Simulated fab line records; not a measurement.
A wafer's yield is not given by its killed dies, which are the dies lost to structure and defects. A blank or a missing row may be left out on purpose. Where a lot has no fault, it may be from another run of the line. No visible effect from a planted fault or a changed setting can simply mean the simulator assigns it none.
Which of the tools did it? ; flow sky130 ; 6 lots (18 wafers sampled), 1 step of a 708-step route

WHAT EACH GAUGE READ, for each wafer
SKY_FIELD_ISO_BOW_MEAS_00.
lot;measured;on;INCOMING_BOW (um)
L949;day 1 15:01;film_metro-04;-2 3 2
L952;day 2 06:01;film_metro-01;10 -2 -3
L955;day 2 21:01;film_metro-03;-3 0 -7
L957;day 3 07:00;film_metro-01;4 2 9
L968;day 5 14:00;film_metro-01;-11 4 -8
L970;day 6 00:00;film_metro-03;4 -1 -5

TOOL THAT RAN EACH LOT (tool first, then ch and the chambers of the sampled wafers, then the start)
No process step before these readings appears in the record.

THE ANSWER, worked out from the rows above alone
Rule: what is usual is taken from the lots themselves. The widest of any qualifying gaps counts: lots, ordered by their means at a reading, are off when they make up no more than a third of the lots, leave a main group of 4 or more, and stand apart from it by 3 or more times the standard deviation of that group's means. A main group whose means are all the same, to the digits that the tables above print for the reading, isn't used. Also off: a lot with no number at a reading for which 4 or more lots have one. The other lots that the step has rows for count as sound.
Across all readings shown, no lot is off: no conclusion can be drawn from this.

WHAT THE SIMULATOR HAD PUT IN
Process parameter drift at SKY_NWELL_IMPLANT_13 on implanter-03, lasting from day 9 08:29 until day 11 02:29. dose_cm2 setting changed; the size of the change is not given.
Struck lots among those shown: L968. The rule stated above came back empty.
